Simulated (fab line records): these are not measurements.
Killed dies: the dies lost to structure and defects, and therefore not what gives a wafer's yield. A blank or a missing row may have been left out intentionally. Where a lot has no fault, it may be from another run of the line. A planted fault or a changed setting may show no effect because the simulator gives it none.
What tool caused it? :: flow gf180mcu :: 14 lots with 42 wafers sampled at 5 steps, on a route of 602 steps

== WHAT EACH GAUGE READ, for each wafer ==
GF_POLY_GATE_OVL_MEAS_11. Usual: POLY_GATE_OVL gives -2 nm (standard deviation 6.2).
lot: L416
measured: day 9 06:04
on: overlay-02
POLY_GATE_OVL (nm): 10 1 2
flag: 

lot: L417
measured: day 9 13:38
on: overlay-01
POLY_GATE_OVL (nm): 0 0 4
flag: 

lot: L418
measured: day 9 17:31
on: overlay-01
POLY_GATE_OVL (nm): -7 -5 -6
flag: 

lot: L419
measured: day 10 06:14
on: overlay-02
POLY_GATE_OVL (nm): -8 2 -7
flag: 

lot: L421
measured: day 10 17:41
on: overlay-02
POLY_GATE_OVL (nm): 7 2 5
flag: 

lot: L423
measured: day 11 08:11
on: overlay-01
POLY_GATE_OVL (nm): -8 -4 -5
flag: 

lot: L424
measured: day 11 14:04
on: overlay-02
POLY_GATE_OVL (nm): 2 -3 5
flag: 

lot: L429
measured: day 13 01:10
on: overlay-01
POLY_GATE_OVL (nm): -2 -13 -8
flag: 

lot: L430
measured: day 13 07:26
on: overlay-01
POLY_GATE_OVL (nm): -1 0 -4
flag: 

lot: L433
measured: day 14 05:22
on: overlay-02
POLY_GATE_OVL (nm): 2 0 -6
flag: 

lot: L434
measured: day 14 15:19
on: overlay-01
POLY_GATE_OVL (nm): -4 -8 1
flag: 

lot: L436
measured: day 15 02:34
on: overlay-01
POLY_GATE_OVL (nm): 0 2 -3
flag: 

lot: L437
measured: day 15 13:17
on: overlay-02
POLY_GATE_OVL (nm): 2 4 -11
flag: 

lot: L438
measured: day 15 20:35
on: overlay-02
POLY_GATE_OVL (nm): -7 -6 -7
flag: 

GF_POLY_GATE_CD_MEAS_18. Usual: cd_nm reads 280.4 nm (standard deviation 2).
lot: L416
measured: day 9 07:40
on: cd_sem-02
cd_nm (nm): 285.2 281.7 284.9
flag: 

lot: L417
measured: day 9 15:53
on: cd_sem-01
cd_nm (nm): 280.4 280.2 281.0
flag: 

lot: L418
measured: day 9 19:07
on: cd_sem-02
cd_nm (nm): 279.9 281.5 282.6
flag: 

lot: L419
measured: day 10 07:51
on: cd_sem-02
cd_nm (nm): 277.9 279.4 281.9
flag: 

lot: L421
measured: day 10 19:32
on: cd_sem-02
cd_nm (nm): 280.6 280.7 280.5
flag: 

lot: L423
measured: day 11 09:48
on: cd_sem-02
cd_nm (nm): 280.2 278.6 279.3
flag: 

lot: L424
measured: day 11 15:40
on: cd_sem-01
cd_nm (nm): 279.2 279.5 281.6
flag: 

lot: L429
measured: day 13 02:48
on: cd_sem-01
cd_nm (nm): 279.8 281.0 280.5
flag: 

lot: L430
measured: day 13 09:02
on: cd_sem-02
cd_nm (nm): 279.7 275.1 278.6
flag: 

lot: L433
measured: day 14 07:44
on: cd_sem-02
cd_nm (nm): 279.3 280.9 280.0
flag: 

lot: L434
measured: day 14 16:59
on: cd_sem-02
cd_nm (nm): 283.7 278.2 284.7
flag: 

lot: L436
measured: day 15 05:16
on: cd_sem-01
cd_nm (nm): 284.1 285.1 282.5
flag: 

lot: L437
measured: day 15 17:23
on: cd_sem-02
cd_nm (nm): 281.2 279.0 280.0
flag: 

lot: L438
measured: day 15 22:15
on: cd_sem-01
cd_nm (nm): 281.7 279.6 282.5
flag: 

GF_HV_LDD_OVL_MEAS_32. Usual: HV_LDD_02_OVL gives -0.2 nm (standard deviation 1.4).
lot: L416
measured: day 11 14:46
on: overlay-02
HV_LDD_02_OVL (nm): -1.8 -1.2 -3.1
flag: 

lot: L417
measured: day 11 22:49
on: overlay-02
HV_LDD_02_OVL (nm): -0.9 -0.1 0.9
flag: 

lot: L418
measured: day 12 02:40
on: overlay-02
HV_LDD_02_OVL (nm): -0.9 -1.1 -1.4
flag: 

lot: L419
measured: day 12 17:08
on: overlay-02
HV_LDD_02_OVL (nm): -0.6 3.6 4.0
flag: 

lot: L421
measured: day 13 06:01
on: overlay-02
HV_LDD_02_OVL (nm): 1.1 1.0 -1.2
flag: 

lot: L423
measured: day 13 21:04
on: overlay-01
HV_LDD_02_OVL (nm): 0.4 -2.3 0.8
flag: 

lot: L424
measured: day 14 04:13
on: overlay-02
HV_LDD_02_OVL (nm): 0.1 -1.9 -1.4
flag: 

lot: L429
measured: day 15 18:31
on: overlay-02
HV_LDD_02_OVL (nm): -0.8 -0.1 -1.8
flag: 

lot: L430
measured: day 16 00:46
on: overlay-02
HV_LDD_02_OVL (nm): -0.1 -1.0 -3.3
flag: 

lot: L433
measured: day 17 01:25
on: overlay-02
HV_LDD_02_OVL (nm): -131.7 -130.7 -130.3
flag: OFF

lot: L434
measured: day 17 11:17
on: overlay-02
HV_LDD_02_OVL (nm): -131.6 -133.5 -132.3
flag: OFF

lot: L436
measured: day 18 00:41
on: overlay-01
HV_LDD_02_OVL (nm): -1.7 -0.7 -0.9
flag: 

lot: L437
measured: day 18 14:41
on: overlay-02
HV_LDD_02_OVL (nm): -0.1 0.9 0.7
flag: 

lot: L438
measured: day 18 19:35
on: overlay-02
HV_LDD_02_OVL (nm): -1.4 -0.3 1.2
flag: 

GF_HV_LDD_THK_MEAS_57. Usual: HV_LDD_CVD_56_THK gives 90.3 nm (standard deviation 0.91).
lot: L416
measured: day 12 13:37
on: film_metro-01
HV_LDD_CVD_56_THK (nm): 88.8 89.5 88.8
flag: 

lot: L417
measured: day 12 21:43
on: film_metro-01
HV_LDD_CVD_56_THK (nm): 89.3 90.4 90.4
flag: 

lot: L418
measured: day 13 02:14
on: film_metro-02
HV_LDD_CVD_56_THK (nm): 90.5 90.5 90.9
flag: 

lot: L419
measured: day 13 16:47
on: film_metro-02
HV_LDD_CVD_56_THK (nm): 90.3 89.0 89.6
flag: 

lot: L421
measured: day 14 07:04
on: film_metro-01
HV_LDD_CVD_56_THK (nm): 90.4 90.5 89.3
flag: 

lot: L423
measured: day 14 21:58
on: film_metro-01
HV_LDD_CVD_56_THK (nm): 89.8 90.1 90.4
flag: 

lot: L424
measured: day 15 04:47
on: film_metro-01
HV_LDD_CVD_56_THK (nm): 89.5 88.8 89.9
flag: 

lot: L429
measured: day 16 20:19
on: film_metro-01
HV_LDD_CVD_56_THK (nm): 91.0 89.6 90.8
flag: 

lot: L430
measured: day 17 02:40
on: film_metro-04
HV_LDD_CVD_56_THK (nm): 88.2 89.4 89.0
flag: 

lot: L433
measured: day 18 04:43
on: film_metro-01
HV_LDD_CVD_56_THK (nm): 89.1 89.5 89.0
flag: 

lot: L434
measured: day 18 14:05
on: film_metro-02
HV_LDD_CVD_56_THK (nm): 91.0 89.8 90.4
flag: 

lot: L436
measured: day 19 07:11
on: film_metro-04
HV_LDD_CVD_56_THK (nm): 90.6 90.8 90.6
flag: 

lot: L437
measured: day 19 18:22
on: film_metro-02
HV_LDD_CVD_56_THK (nm): 89.6 89.4 88.5
flag: 

lot: L438
measured: day 19 23:48
on: film_metro-02
HV_LDD_CVD_56_THK (nm): 90.7 91.2 90.2
flag: 

== TOOL THAT RAN EACH LOT (tool first, then ch and the chambers of the sampled wafers, then the start) ==
lot: L416
GF_HV_LDD_EXPOSE_28: iline_stepper-02 ch 0, day 11 05:33

lot: L417
GF_HV_LDD_EXPOSE_28: iline_stepper-02 ch 0, day 11 13:31

lot: L418
GF_HV_LDD_EXPOSE_28: iline_stepper-01 ch 0, day 11 16:53

lot: L419
GF_HV_LDD_EXPOSE_28: iline_stepper-01 ch 0, day 12 07:43

lot: L421
GF_HV_LDD_EXPOSE_28: iline_stepper-01 ch 0, day 12 20:04

lot: L423
GF_HV_LDD_EXPOSE_28: iline_stepper-01 ch 0, day 13 10:35

lot: L424
GF_HV_LDD_EXPOSE_28: iline_stepper-01 ch 0, day 13 17:54

lot: L429
GF_HV_LDD_EXPOSE_28: iline_stepper-02 ch 0, day 15 07:29

lot: L430
GF_HV_LDD_EXPOSE_28: iline_stepper-02 ch 0, day 15 13:59

lot: L433
GF_HV_LDD_EXPOSE_28: iline_stepper-01 ch 0, day 16 14:37

lot: L434
GF_HV_LDD_EXPOSE_28: iline_stepper-01 ch 0, day 16 23:56

lot: L436
GF_HV_LDD_EXPOSE_28: iline_stepper-02 ch 0, day 17 13:11

lot: L437
GF_HV_LDD_EXPOSE_28: iline_stepper-02 ch 0, day 18 03:02

lot: L438
GF_HV_LDD_EXPOSE_28: iline_stepper-02 ch 0, day 18 07:17
- GF_HV_LDD_EXPOSE_28: exposes mask Nplus HV AREA, target cd 400 nm.

== AS READ BY THE TOOLS THEMSELVES (means over the sampled wafers that have a number; for cases with no such wafer, the mark the record gives instead) ==
GF_HV_LDD_EXPOSE_28. Usual: exposure_dose_mJ_cm2 reads 139.99 (standard deviation 0.15).
lot: L416
tool: iline_stepper-02
exposure_dose_mJ_cm2: 139.90
flag: 

lot: L417
tool: iline_stepper-02
exposure_dose_mJ_cm2: 139.85
flag: 

lot: L418
tool: iline_stepper-01
exposure_dose_mJ_cm2: 140.10
flag: 

lot: L419
tool: iline_stepper-01
exposure_dose_mJ_cm2: 139.86
flag: 

lot: L421
tool: iline_stepper-01
exposure_dose_mJ_cm2: 140.03
flag: 

lot: L423
tool: iline_stepper-01
exposure_dose_mJ_cm2: 140.11
flag: 

lot: L424
tool: iline_stepper-01
exposure_dose_mJ_cm2: 139.97
flag: 

lot: L429
tool: iline_stepper-02
exposure_dose_mJ_cm2: 139.94
flag: 

lot: L430
tool: iline_stepper-02
exposure_dose_mJ_cm2: 140.11
flag: 

lot: L433
tool: iline_stepper-01
exposure_dose_mJ_cm2: 140.10
flag: 

lot: L434
tool: iline_stepper-01
exposure_dose_mJ_cm2: 140.05
flag: 

lot: L436
tool: iline_stepper-02
exposure_dose_mJ_cm2: 139.96
flag: 

lot: L437
tool: iline_stepper-02
exposure_dose_mJ_cm2: 139.95
flag: 

lot: L438
tool: iline_stepper-02
exposure_dose_mJ_cm2: 140.12
flag: 

== THE ANSWER, worked out from the rows above alone ==
Rule: take the mean of a lot's wafers that have a number; if it is more than 3 standard deviations from the usual mean, the lot is off. Also off: a lot with no number at a reading for which 4 or more lots have one. Any other lot the step has rows for is counted as sound. Order of review: gauges by route order, followed by the tools' own readings, for which a lot's mean as printed above is used. The first step at which some lot is off is used, and at that step the reading that is off furthest; a lot without a number counts as furthest.
Off: L433, L434, at GF_HV_LDD_OVL_MEAS_32 (HV_LDD_02_OVL).
If a tool, at a process step before that reading, ran all the lots that are off and no sound lot after the first of them, it fits. Gauges at GF_HV_LDD_OVL_MEAS_32: tried the same way as those tools. One candidate fits, namely iline_stepper-01 at GF_HV_LDD_EXPOSE_28. Its last sound lot is L424 (day 13 17:54), its first lot that is off L433 (day 16 14:37): a fault that began between those two fits.

== WHAT HAD BEEN PUT IN BY THE SIMULATOR ==
Scanner matching overlay: iline_stepper-01, from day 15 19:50 on, at GF_HV_LDD_EXPOSE_28. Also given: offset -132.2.
Lots struck among those shown: L433, L434. Same finding as the rule above.
